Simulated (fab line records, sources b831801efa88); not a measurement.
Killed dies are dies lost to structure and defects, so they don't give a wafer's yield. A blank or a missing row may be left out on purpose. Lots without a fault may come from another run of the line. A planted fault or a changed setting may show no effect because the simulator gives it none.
Which tool did it? | flow gf180mcu | 14 lots, 42 wafers sampled, at 3 steps of a route of 602

WHAT THE GAUGES READ, wafer by wafer
GF_HV_LDD_TW_MEAS_11.
lot  | measured     | on            | HV_LDD_TW
L664 | day 10 05:57 | film_metro-04 | 2406 2403 2410
L667 | day 11 04:33 | film_metro-02 | 2381 2370 2364
L668 | day 11 14:10 | film_metro-04 | 2391 2393 2397
L669 | day 11 20:08 | film_metro-01 | 2415 2423 2425
L671 | day 12 05:08 | film_metro-02 | 2382 2390 2389
L670 | day 12 06:28 | film_metro-02 | 2370 2371 2377
L672 | day 12 15:54 | film_metro-02 | 2384 2392 2394
L675 | day 13 13:30 | film_metro-04 | 2387 2402 2394
L677 | day 14 00:51 | film_metro-02 | 2356 2369 2373
L678 | day 14 04:46 | film_metro-01 | 2425 2417 2433
L679 | day 14 17:09 | film_metro-02 | 2371 2369 2363
L684 | day 16 04:18 | film_metro-02 | 2377 2387 2367
L685 | day 16 07:34 | film_metro-04 | 30 30 30
L686 | day 16 18:22 | film_metro-04 | 30 30 30

GF_HV_LDD_RS_MEAS_53: measures by four-point-probe.
lot  | measured     | on            | HV_LDD_RS (ohm/sq)
L664 | day 12 14:44 | film_metro-02 | 419.2 419.0 417.9
L667 | day 13 16:29 | film_metro-02 | 419.1 419.4 419.9
L668 | day 14 03:38 | film_metro-01 | 417.1 416.8 417.5
L669 | day 14 09:32 | film_metro-02 | 419.7 419.6 419.8
L671 | day 14 18:32 | film_metro-02 | 417.2 416.7 416.9
L670 | day 14 21:25 | film_metro-04 | 418.5 419.0 418.6
L672 | day 15 06:27 | film_metro-02 | 417.7 417.5 417.9
L675 | day 16 06:51 | film_metro-04 | 419.3 419.2 419.6
L677 | day 16 19:02 | film_metro-02 | 419.9 419.4 420.2
L678 | day 16 23:19 | film_metro-04 | 417.4 418.7 418.2
L679 | day 17 12:02 | film_metro-04 | 417.1 416.7 417.2
L684 | day 19 06:44 | film_metro-02 | 418.8 418.9 418.8
L685 | day 19 07:54 | film_metro-01 | 883.0 881.6 882.0
L686 | day 19 17:35 | film_metro-02 | 881.1 882.8 884.7

WHICH TOOL RAN EACH LOT (tool, then ch and the chambers of the sampled wafers, then the start)
lot  | GF_HV_LDD_IMPLANT_09
L664 | implanter-02 ch 0, day 10 05:42
L667 | implanter-01 ch 0, day 11 04:18
L668 | implanter-01 ch 0, day 11 13:56
L669 | implanter-01 ch 0, day 11 19:53
L671 | implanter-01 ch 0, day 12 04:53
L670 | implanter-02 ch 0, day 12 06:14
L672 | implanter-02 ch 0, day 12 15:40
L675 | implanter-04 ch 0, day 13 13:16
L677 | implanter-01 ch 0, day 14 00:36
L678 | implanter-04 ch 0, day 14 04:32
L679 | implanter-01 ch 0, day 14 16:54
L684 | implanter-04 ch 0, day 16 04:03
L685 | implanter-04, day 16 07:20
L686 | implanter-02, day 16 18:09
- GF_HV_LDD_IMPLANT_09

WHAT THE TOOLS THEMSELVES READ (means of the sampled wafers that have a number; where no wafer has one, the mark that the record gives instead)
GF_HV_LDD_IMPLANT_09.
lot  | tool         | beam_energy_keV | beam_on_s (s) | dose_ions_cm2
L664 | implanter-02 | 40.003          | 10.13         | 9.9937e+13
L667 | implanter-01 | 39.998          | 9.95          | 1.0007e+14
L668 | implanter-01 | 39.999          | 10.02         | 9.9973e+13
L669 | implanter-01 | 39.997          | 10.22         | 9.9870e+13
L671 | implanter-01 | 40.010          | 9.90          | 9.9997e+13
L670 | implanter-02 | 40.000          | 10.00         | 1.0016e+14
L672 | implanter-02 | 40.000          | 9.87          | 1.0009e+14
L675 | implanter-04 | 40.005          | 10.05         | 1.0003e+14
L677 | implanter-01 | 40.017          | 10.04         | 9.9910e+13
L678 | implanter-04 | 40.000          | 9.97          | 1.0001e+14
L679 | implanter-01 | 39.997          | 9.95          | 1.0008e+14
L684 | implanter-04 | 39.996          | 10.05         | 1.0010e+14
L685 | implanter-04 | -               | -             | -
L686 | implanter-02 | -               | -             | -

THE ANSWER, worked out from the rows above alone
Rule: what is usual is taken from the lots themselves. Put in order of their means at a reading, lots are off if they are a third of the lots or fewer, leave a main group of 4 or more, and stand apart from it by a gap of 3 or more times the standard deviation of the main group's means; of several such gaps the widest counts. A main group whose means are all the same, to the digits that the tables above print for the reading, isn't used. A lot without any number at a reading at which 4 lots or more have one is off too. The other lots that the step has rows for count as sound. The gauges are gone through in route order, then the tools' own readings, and for those a lot's mean is taken as printed above. The first step at which some lot is off is used, and at that step the reading that is off furthest; a lot without a number counts as furthest.
Off: L685, L686, at GF_HV_LDD_TW_MEAS_11 (HV_LDD_TW). The main group: mean 2389, standard deviation 19.
A tool fits if, at a process step before that reading, it ran every lot that is off, and no sound lot after the first of them. The gauges at GF_HV_LDD_TW_MEAS_11 aren't tried: what is off there is off at GF_HV_LDD_RS_MEAS_53 too, on other tools, and a gauge's error can't cause that. None of those tried fits.

WHAT THE SIMULATOR HAD PUT IN
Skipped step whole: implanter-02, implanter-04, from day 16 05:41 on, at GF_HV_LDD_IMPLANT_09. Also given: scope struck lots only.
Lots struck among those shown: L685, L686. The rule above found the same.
